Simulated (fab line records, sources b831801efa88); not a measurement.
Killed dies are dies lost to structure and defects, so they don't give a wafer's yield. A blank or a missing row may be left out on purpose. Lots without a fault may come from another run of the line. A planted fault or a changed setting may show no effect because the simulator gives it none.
fab line records | flow sky130 | part 2 of 2: steps 25 to 34 of 34
record lots=5 wafers=15 last_day=49
route steps=708 shown METAL5@661 PASSIVATION@681 PAD_OPEN@694
lots that met no fault: from a run of the same line without faults
start_h: hours from the record's first day to the start of the lot's first wafer shown | wait_h: hours since the lot's step before | " the same as in the row above | L1.1+2: a row that stands for several wafers | - no value, or no start given | * or withheld: withheld | < > ~ a bound
route shown NAME@n: a module of which the file shows steps, and the number in the route of the first | usual: mean/standard deviation of fault-free wafers | same: alike in all rows | chamber/n: place in a boat | sites: the reading at each site | _std_site: their standard deviation | _edge_site: outer sites' mean less inner sites' | radius_mm: how far each site lies from the wafer's centre | mask NAME#n: copy n | behind: the tool/chamber that last shaped the wafer | hold: why the lot was held/for how many hours/how that ended | device: the transistor (n, p or np) that didn't switch | end of line: the same wafers' tests at the end of the route | a step without rows: its recipe alone | killed: dies lost to structure and defects at the first sort, not the wafer's yield | map: a wafer's dies, x killed, . not, _ none there
set.NAME: the setting as run; set.NAME@STEP: as run at that earlier step | model.NAME: the simulator's own value behind a step, which no gauge read
lots at some steps of the route; a table a step, a row a wafer
services: from which hour (start_h, from the record's first day; less than 0 if before it) a tool's chamber was out of use, for how many hours, and why
## steps
# step SKY_PASSIVATION_DEHYDRATE_04
# recipe temp_c=200 time_s=60
# usual exhaust_pa=45.0/0.9
# columns lot.wafer tool chamber start_h wait_h exhaust_pa
L077.3 litho_track-03 0 1069.16 9.9 45.9
L077.5 " 0 " " 45.5
L077.6 " 0 " " 45.6
L080.1 litho_track-01 0 1132.36 9.0 45.2
L080.5 " 0 " " 45.2
L080.6 " 0 " " 45.5
L090.2 litho_track-03 0 1139.93 9.2 45.0
L090.3 " 0 " " 46.4
L090.6 " 0 " " 46.3
L087.2 litho_track-02 0 1140.07 9.0 43.9
L087.5 " 0 " " 44.4
L087.6 " 0 " " 44.9
L095.2 litho_track-02 0 1151.52 9.4 43.9
L095.3 " 0 " " 43.8
L095.6 " 0 " " 44.0
# step SKY_PASSIVATION_HMDS_05
# recipe prime_time_s=60 prime_temp_c=120
# usual exhaust_pa=45.1/1
# columns lot.wafer tool chamber start_h wait_h exhaust_pa
L077.3 litho_track-03 0 1069.31 0.1 45.9
L077.5 " 0 " " 46.6
L077.6 " 0 " " 45.5
L080.1 litho_track-01 0 1132.51 0.1 45.0
L080.5 " 0 " " 45.1
L080.6 " 0 " " 45.1
L090.2 litho_track-03 0 1140.08 0.1 44.6
L090.3 " 0 " " 44.6
L090.6 " 0 " " 44.2
L087.2 litho_track-02 0 1140.22 0.1 43.4
L087.5 " 0 " " 45.0
L087.6 " 0 " " 43.6
L095.2 litho_track-02 0 1151.67 0.1 44.9
L095.3 " 0 " " 45.4
L095.6 " 0 " " 45.4
# step SKY_PASSIVATION_COAT_06
# recipe spin_rpm=2000 resist_thk_nm=3000
# usual exhaust_pa=44.9/0.85
# columns lot.wafer tool chamber start_h wait_h exhaust_pa
L077.3 litho_track-03 0 1069.46 0.1 43.2
L077.5 " 0 " " 44.1
L077.6 " 0 " " 43.6
L080.1 litho_track-01 0 1132.66 0.1 44.5
L080.5 " 0 " " 45.1
L080.6 " 0 " " 45.4
L090.2 litho_track-03 0 1140.23 0.1 44.9
L090.3 " 0 " " 46.3
L090.6 " 0 " " 44.3
L087.2 litho_track-02 0 1140.37 0.1 45.7
L087.5 " 0 " " 45.7
L087.6 " 0 " " 45.9
L095.2 litho_track-02 0 1151.82 0.1 46.1
L095.3 " 0 " " 44.4
L095.6 " 0 " " 44.4
# step SKY_PASSIVATION_SOFTBAKE_07
# recipe temp_c=110 time_s=withheld
# usual exhaust_pa=45.1/0.9
# columns lot.wafer tool chamber start_h wait_h exhaust_pa
L077.3 litho_track-03 0 1069.62 0.1 45.3
L077.5 " 0 " " 44.9
L077.6 " 0 " " 44.8
L080.1 litho_track-01 0 1132.81 0.1 45.1
L080.5 " 0 " " 45.7
L080.6 " 0 " " 45.5
L090.2 litho_track-03 0 1140.39 0.1 46.4
L090.3 " 0 " " 45.7
L090.6 " 0 " " 44.9
L087.2 litho_track-02 0 1140.53 0.1 44.8
L087.5 " 0 " " 46.2
L087.6 " 0 " " 45.1
L095.2 litho_track-02 0 1151.98 0.1 45.3
L095.3 " 0 " " 45.6
L095.6 " 0 " " 46.5
# step SKY_PASSIVATION_EXPOSE_08
# recipe mask_id=NSM target_cd_nm=3000 na=0.57 dose_mj=260
# columns lot.wafer tool chamber start_h wait_h mask
L077.3+5+6 iline_stepper-01 0 - - NSM#0
L080.1+5+6 iline_stepper-02 0 - - NSM#0
L090.2+3+6 iline_stepper-01 0 - - NSM#0
L087.2+5+6 iline_stepper-02 0 - - NSM#0
L095.2+3+6 iline_stepper-02 0 - - NSM#0
# step SKY_PASSIVATION_PEB_09
# recipe temp_c=115 time_s=withheld
# usual exhaust_pa=45.1/1
# columns lot.wafer tool chamber start_h wait_h exhaust_pa
L077.3 litho_track-03 0 - - 44.9
L077.5 " 0 " " 45.5
L077.6 " 0 " " 45.7
L080.1 litho_track-03 0 - - 44.3
L080.5 " 0 " " 45.5
L080.6 " 0 " " 43.9
L090.2 litho_track-01 0 - - 45.3
L090.3 " 0 " " 45.8
L090.6 " 0 " " 44.4
L087.2 litho_track-01 0 - - 45.0
L087.5 " 0 " " 44.6
L087.6 " 0 " " 45.1
L095.2 litho_track-03 0 - - 45.5
L095.3 " 0 " " 45.5
L095.6 " 0 " " 45.2
# step SKY_PASSIVATION_DEVELOP_10
# recipe develop_time_s=60 dev_temp_c=23
# usual exhaust_pa=45.1/0.76
# columns lot.wafer tool chamber start_h wait_h exhaust_pa
L077.3 litho_track-03 0 - - 46.1
L077.5 " 0 " " 46.2
L077.6 " 0 " " 45.5
L080.1 litho_track-03 0 - - 45.4
L080.5 " 0 " " 44.3
L080.6 " 0 " " 46.0
L090.2 litho_track-01 0 - - 45.8
L090.3 " 0 " " 45.7
L090.6 " 0 " " 46.0
L087.2 litho_track-01 0 - - 46.3
L087.5 " 0 " " 45.1
L087.6 " 0 " " 44.5
L095.2 litho_track-03 0 - - 44.2
L095.3 " 0 " " 44.0
L095.6 " 0 " " 44.9
# step SKY_PASSIVATION_ETCH_11
# recipe chemistry=CF4/O2 target_depth_nm=725 stop_on=AlCu source_w=800 bias_w=150 pressure_mtorr=150 cf4_flow_sccm=80 O2_flow_sccm=10 time_s=161.1
# usual O2_flow_sccm=10.003/0.024 drypump_motor_current_A=5.7/0.36 oes_product_au=0.978/0.0073 throttle_valve_pct=5.964/0.01
# columns lot.wafer tool chamber start_h wait_h O2_flow_sccm drypump_motor_current_A oes_product_au rf_hours_counter_h throttle_valve_pct
L077.3 rie_diel-04 1 1080.31 - 10.029 5.2 0.975 6 5.956
L077.5 " 3 " " 10.013 5.8 0.980 - 5.962
L077.6 " 2 " " 10.006 6.0 0.982 - 5.982
L080.1 rie_diel-02 2 1143.31 - 9.977 6.4 0.981 11 5.960
L080.5 " 3 " " 10.048 5.1 0.990 - 5.982
L080.6 " 0 " " 9.973 5.9 0.973 - 5.982
L090.2 rie_diel-04 0 1150.26 - 10.008 5.3 0.977 22 5.960
L090.3 " 1 " " 9.984 5.2 0.978 8 5.959
L090.6 " 3 " " 10.035 5.7 0.977 - 5.972
L087.2 rie_diel-02 0 1150.61 - 10.047 5.9 0.974 27 5.964
L087.5 " 2 " " 9.992 6.4 0.983 - 5.968
L087.6 " 1 " " 10.007 5.6 0.971 - 5.966
L095.2 rie_diel-04 3 1162.16 - 10.015 5.7 0.977 22 5.958
L095.3 " 2 " " 9.998 6.1 0.980 27 5.957
L095.6 " 3 " " 10.066 5.7 0.987 - 5.969
# step SKY_PASSIVATION_STRIP_12
# recipe chemistry=O2/N2 power_w=1400 pressure_mtorr=1500 platen_temp_c=withheld overash_fraction=0.7 o2_flow_sccm=3000 n2_flow_sccm=300
# usual drypump_motor_current_A=5.6/0.49 oes_product_au=0.661/0.0042 strip_time_to_endpoint_s=31.52/0.15
# columns lot.wafer tool chamber start_h wait_h drypump_motor_current_A oes_product_au rf_hours_counter_h strip_time_to_endpoint_s
L077.3 plasma_asher-04 1 1080.45 0.1 6.5 0.657 - 31.46
L077.5 " 1 " " 6.5 0.663 - 31.29
L077.6 " 0 " " 5.3 0.662 - 31.29
L080.1 plasma_asher-01 1 1143.41 0.1 5.6 0.662 91 31.36
L080.5 " 0 " " 5.3 0.660 - 31.21
L080.6 " 1 " " 5.6 0.659 - 31.50
L090.2 plasma_asher-04 1 1150.37 0.1 6.5 0.665 42 31.29
L090.3 " 0 " " 5.3 0.661 - 31.44
L090.6 " 0 " " 5.3 0.663 - 31.21
L087.2 plasma_asher-01 1 1150.72 0.1 5.6 0.659 92 31.61
L087.5 " 1 " " 5.6 0.669 - 31.58
L087.6 " 0 " " 5.3 0.655 - 31.61
L095.2 plasma_asher-01 0 1162.26 0.1 5.3 0.666 93 31.31
L095.3 " 1 " " 5.6 0.663 - 31.51
L095.6 " 0 " " 5.3 0.655 - 31.24
# step SKY_PAD_OPEN_DEHYDRATE_00
# recipe temp_c=200 time_s=60
# usual exhaust_pa=45.1/0.91
# columns lot.wafer tool chamber start_h wait_h exhaust_pa
L077.3 litho_track-04 0 1089.15 8.7 44.2
L077.5 " 0 " " 46.9
L077.6 " 0 " " 45.3
L080.1 litho_track-02 0 1153.14 9.7 46.0
L080.5 " 0 " " 45.9
L080.6 " 0 " " 45.4
L090.2 litho_track-04 0 1159.98 9.6 43.9
L090.3 " 0 " " 44.2
L090.6 " 0 " " 44.6
L087.2 litho_track-03 0 1160.28 9.5 44.5
L087.5 " 0 " " 42.3
L087.6 " 0 " " 43.4
L095.2 litho_track-04 0 1171.63 9.3 45.4
L095.3 " 0 " " 46.9
L095.6 " 0 " " 44.4
## services
# columns tool chamber start_h hours kind
pvd_sputter-04 - 1020.20 3.7 repair
rie_diel-04 2 1030.46 1.3 repair
rie_diel-02 0 1034.32 12.5 repair
pecvd-01 - 1041.14 1.3 repair
rie_diel-02 3 1052.92 2.6 repair
rie_diel-04 2 1053.20 5.6 repair
pecvd-03 - 1058.54 23.0 repair
plasma_asher-04 - 1095.29 0.8 repair
rie_diel-04 1 1098.69 2.5 repair
plasma_asher-01 - 1104.97 3.2 repair
rie_diel-04 1 1105.97 5.7 repair
plasma_asher-04 - 1108.68 9.5 repair
pvd_sputter-01 - 1116.66 6.5 repair
iline_stepper-02 - 1125.82 3.4 repair
plasma_asher-01 - 1128.05 3.1 repair
iline_stepper-01 - 1148.90 8.9 pm
pecvd-01 - 1151.90 6.0 pm
pvd_sputter-03 - 1154.19 2.2 repair
rie_diel-04 3 1156.26 2.0 repair
rie_diel-02 - 1157.98 0.3 repair
wet_bench-02 - 1161.38 1.9 pm
pecvd-03 - 1161.73 1.3 repair
rie_diel-02 3 1163.56 5.3 repair
pecvd-01 - 1165.46 2.8 pm
